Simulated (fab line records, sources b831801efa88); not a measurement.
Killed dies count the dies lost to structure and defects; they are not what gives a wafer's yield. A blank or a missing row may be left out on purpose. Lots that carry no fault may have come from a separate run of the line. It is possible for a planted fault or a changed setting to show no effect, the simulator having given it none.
Split-lot trial || flow sfq_line || 5 lots, 23 wafers read, on a route of 325 steps

## ABOUT THE SPLIT
At SFQ_TRILAYER_I5_LITHO_COAT_144 (resist thk 650 nm), the setting resist_thk_nm was moved away from the recipe's 650 nm on 9 of the 23 wafers read, by -5.3% to +5.6%. All remaining wafers had this setting at the recipe value.

Reading taken at the split's own step.

## THE READING
KrF_of_TRILAYER_I5_LITHO_COAT_144.thk_nm (the simulator's own value, which no gauge read), in nm, at SFQ_TRILAYER_I5_LITHO_COAT_144 (resist thk 650 nm). The file does not state a usual value for it. The 14 wafers here that ran the recipe average 651.6 nm, standard deviation 0.91 nm.

{"wafer": "L074.2", "tool, chamber at the split": "litho_track-01, 0", "resist_thk_nm as run, nm": 686.6, "against the recipe": "+5.6%", "KrF_of_TRILAYER_I5_LITHO_COAT_144.thk_nm, nm": 689.8, "against lot-mates on the recipe": "+38.5"}
{"wafer": "L074.3", "tool, chamber at the split": "litho_track-01, 0", "resist_thk_nm as run, nm": 650, "against the recipe": "recipe", "KrF_of_TRILAYER_I5_LITHO_COAT_144.thk_nm, nm": 651.7, "against lot-mates on the recipe": "-"}
{"wafer": "L074.4", "tool, chamber at the split": "litho_track-01, 0", "resist_thk_nm as run, nm": 650, "against the recipe": "recipe", "KrF_of_TRILAYER_I5_LITHO_COAT_144.thk_nm, nm": 651.5, "against lot-mates on the recipe": "-"}
{"wafer": "L074.5", "tool, chamber at the split": "litho_track-01, 0", "resist_thk_nm as run, nm": 686.6, "against the recipe": "+5.6%", "KrF_of_TRILAYER_I5_LITHO_COAT_144.thk_nm, nm": 687.8, "against lot-mates on the recipe": "+36.5"}
{"wafer": "L074.6", "tool, chamber at the split": "litho_track-01, 0", "resist_thk_nm as run, nm": 650, "against the recipe": "recipe", "KrF_of_TRILAYER_I5_LITHO_COAT_144.thk_nm, nm": 650.6, "against lot-mates on the recipe": "-"}
{"wafer": "L076.1", "tool, chamber at the split": "litho_track-01, 0", "resist_thk_nm as run, nm": 650, "against the recipe": "recipe", "KrF_of_TRILAYER_I5_LITHO_COAT_144.thk_nm, nm": 651.2, "against lot-mates on the recipe": "-"}
{"wafer": "L076.2", "tool, chamber at the split": "litho_track-01, 0", "resist_thk_nm as run, nm": 650, "against the recipe": "recipe", "KrF_of_TRILAYER_I5_LITHO_COAT_144.thk_nm, nm": 653.2, "against lot-mates on the recipe": "-"}
{"wafer": "L076.3", "tool, chamber at the split": "litho_track-01, 0", "resist_thk_nm as run, nm": 627.5, "against the recipe": "-3.5%", "KrF_of_TRILAYER_I5_LITHO_COAT_144.thk_nm, nm": 631.4, "against lot-mates on the recipe": -20.7}
{"wafer": "L076.5", "tool, chamber at the split": "litho_track-01, 0", "resist_thk_nm as run, nm": 650, "against the recipe": "recipe", "KrF_of_TRILAYER_I5_LITHO_COAT_144.thk_nm, nm": 652, "against lot-mates on the recipe": "-"}
{"wafer": "L076.6", "tool, chamber at the split": "litho_track-01, 0", "resist_thk_nm as run, nm": 627.5, "against the recipe": "-3.5%", "KrF_of_TRILAYER_I5_LITHO_COAT_144.thk_nm, nm": 631.2, "against lot-mates on the recipe": -20.9}
{"wafer": "L077.4", "tool, chamber at the split": "litho_track-01, 0", "resist_thk_nm as run, nm": 650, "against the recipe": "recipe", "KrF_of_TRILAYER_I5_LITHO_COAT_144.thk_nm, nm": 649.7, "against lot-mates on the recipe": "-"}
{"wafer": "L077.5", "tool, chamber at the split": "litho_track-01, 0", "resist_thk_nm as run, nm": 650, "against the recipe": "recipe", "KrF_of_TRILAYER_I5_LITHO_COAT_144.thk_nm, nm": 652.7, "against lot-mates on the recipe": "-"}
{"wafer": "L077.6", "tool, chamber at the split": "litho_track-01, 0", "resist_thk_nm as run, nm": 650, "against the recipe": "recipe", "KrF_of_TRILAYER_I5_LITHO_COAT_144.thk_nm, nm": 651.9, "against lot-mates on the recipe": "-"}
{"wafer": "L078.1", "tool, chamber at the split": "litho_track-01, 0", "resist_thk_nm as run, nm": 670.4, "against the recipe": "+3.1%", "KrF_of_TRILAYER_I5_LITHO_COAT_144.thk_nm, nm": 672, "against lot-mates on the recipe": "+20.0"}
{"wafer": "L078.2", "tool, chamber at the split": "litho_track-01, 0", "resist_thk_nm as run, nm": 650, "against the recipe": "recipe", "KrF_of_TRILAYER_I5_LITHO_COAT_144.thk_nm, nm": 653, "against lot-mates on the recipe": "-"}
{"wafer": "L078.3", "tool, chamber at the split": "litho_track-01, 0", "resist_thk_nm as run, nm": 670.4, "against the recipe": "+3.1%", "KrF_of_TRILAYER_I5_LITHO_COAT_144.thk_nm, nm": 671.8, "against lot-mates on the recipe": "+19.8"}
{"wafer": "L078.5", "tool, chamber at the split": "litho_track-01, 0", "resist_thk_nm as run, nm": 650, "against the recipe": "recipe", "KrF_of_TRILAYER_I5_LITHO_COAT_144.thk_nm, nm": 651.1, "against lot-mates on the recipe": "-"}
{"wafer": "L078.6", "tool, chamber at the split": "litho_track-01, 0", "resist_thk_nm as run, nm": 650, "against the recipe": "recipe", "KrF_of_TRILAYER_I5_LITHO_COAT_144.thk_nm, nm": 651.9, "against lot-mates on the recipe": "-"}
{"wafer": "L079.1", "tool, chamber at the split": "litho_track-04, 0", "resist_thk_nm as run, nm": 650, "against the recipe": "recipe", "KrF_of_TRILAYER_I5_LITHO_COAT_144.thk_nm, nm": 651.3, "against lot-mates on the recipe": "-"}
{"wafer": "L079.2", "tool, chamber at the split": "litho_track-04, 0", "resist_thk_nm as run, nm": 615.8, "against the recipe": "-5.3%", "KrF_of_TRILAYER_I5_LITHO_COAT_144.thk_nm, nm": 617.6, "against lot-mates on the recipe": -33.5}
{"wafer": "L079.3", "tool, chamber at the split": "litho_track-04, 0", "resist_thk_nm as run, nm": 650, "against the recipe": "recipe", "KrF_of_TRILAYER_I5_LITHO_COAT_144.thk_nm, nm": 650.9, "against lot-mates on the recipe": "-"}
{"wafer": "L079.4", "tool, chamber at the split": "litho_track-04, 0", "resist_thk_nm as run, nm": 615.8, "against the recipe": "-5.3%", "KrF_of_TRILAYER_I5_LITHO_COAT_144.thk_nm, nm": 617.3, "against lot-mates on the recipe": -33.8}
{"wafer": "L079.5", "tool, chamber at the split": "litho_track-04, 0", "resist_thk_nm as run, nm": 615.8, "against the recipe": "-5.3%", "KrF_of_TRILAYER_I5_LITHO_COAT_144.thk_nm, nm": 616.8, "against lot-mates on the recipe": -34.3}

THE FIT
A straight line over all 23 wafers: KrF_of_TRILAYER_I5_LITHO_COAT_144.thk_nm changes by +6.47 nm for each +1% of resist_thk_nm; r = +1.00; the points scatter about the line by 1.1 nm.
The same after taking each lot's own level away (the mean of its wafers on the recipe; 23 wafers): +6.46 nm for each +1%; r = +1.00; scatter 0.94 nm.
That fit puts the effect of the largest move of resist_thk_nm on the reading at 36 nm.
The lots' own levels span 651.10 to 652.13 nm, that is 1.1 times the standard deviation above.
The two slopes are in agreement: the lot-to-lot level therefore moves the slope only a little.
Check: for one of the wafers moved furthest among these (+5.6%), held out of the fit, the line's prediction against its lot-mates is +36 nm. It came out at +38.5 nm against them.

## THESE WAFERS: OTHER SPLITS
These wafers also went through other splits before the reading. Each is held against what the fit with the lots' levels taken away leaves over:
{"other split on the same wafers": "SFQ_TRILAYER_M4_LITHO_COAT_098 spin_rpm", "wafers away from the commonest value": 4, "r with KrF_of_TRILAYER_I5_LITHO_COAT_144.thk_nm (lot level and that fit taken away)": -0.26}
{"other split on the same wafers": "SFQ_TRILAYER_M4_LITHO_COAT_093 spin_rpm", "wafers away from the commonest value": 2, "r with KrF_of_TRILAYER_I5_LITHO_COAT_144.thk_nm (lot level and that fit taken away)": "+0.17"}
{"other split on the same wafers": "SFQ_TRILAYER_I4_VIA_LITHO_COAT_103 spin_rpm", "wafers away from the commonest value": 7, "r with KrF_of_TRILAYER_I5_LITHO_COAT_144.thk_nm (lot level and that fit taken away)": -0.08}
{"other split on the same wafers": "SFQ_TRILAYER_I4_VIA_BARC_OPEN_VIA_ETCH_146 time_s", "wafers away from the commonest value": 9, "r with KrF_of_TRILAYER_I5_LITHO_COAT_144.thk_nm (lot level and that fit taken away)": "+0.29"}
{"other split on the same wafers": "SFQ_TRILAYER_JJ_TRILAYER_DEP_SPUTTER_110 time_s", "wafers away from the commonest value": 5, "r with KrF_of_TRILAYER_I5_LITHO_COAT_144.thk_nm (lot level and that fit taken away)": "+0.05"}
{"other split on the same wafers": "SFQ_TRILAYER_JJ_CE_LITHO_EXPOSE_115 dose_mj", "wafers away from the commonest value": 11, "r with KrF_of_TRILAYER_I5_LITHO_COAT_144.thk_nm (lot level and that fit taken away)": -0.15}
{"other split on the same wafers": "SFQ_TRILAYER_JJ_CE_LITHO_PEB_117 peb_time_s", "wafers away from the commonest value": 9, "r with KrF_of_TRILAYER_I5_LITHO_COAT_144.thk_nm (lot level and that fit taken away)": -0.06}
{"other split on the same wafers": "SFQ_TRILAYER_M5_LITHO_COAT_128 spin_rpm", "wafers away from the commonest value": 4, "r with KrF_of_TRILAYER_I5_LITHO_COAT_144.thk_nm (lot level and that fit taken away)": "+0.05"}
{"other split on the same wafers": "SFQ_TRILAYER_A5B_DEP_PECVD_129 rf_w", "wafers away from the commonest value": 11, "r with KrF_of_TRILAYER_I5_LITHO_COAT_144.thk_nm (lot level and that fit taken away)": -0.14}
{"other split on the same wafers": "SFQ_TRILAYER_R5_LITHO_COAT_141 spin_rpm", "wafers away from the commonest value": 8, "r with KrF_of_TRILAYER_I5_LITHO_COAT_144.thk_nm (lot level and that fit taken away)": "+0.14"}

## FILE'S OWN FIT
KrF_of_TRILAYER_I5_LITHO_COAT_144.thk_nm changes by +6.46 nm for each +1% of resist_thk_nm, r = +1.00.
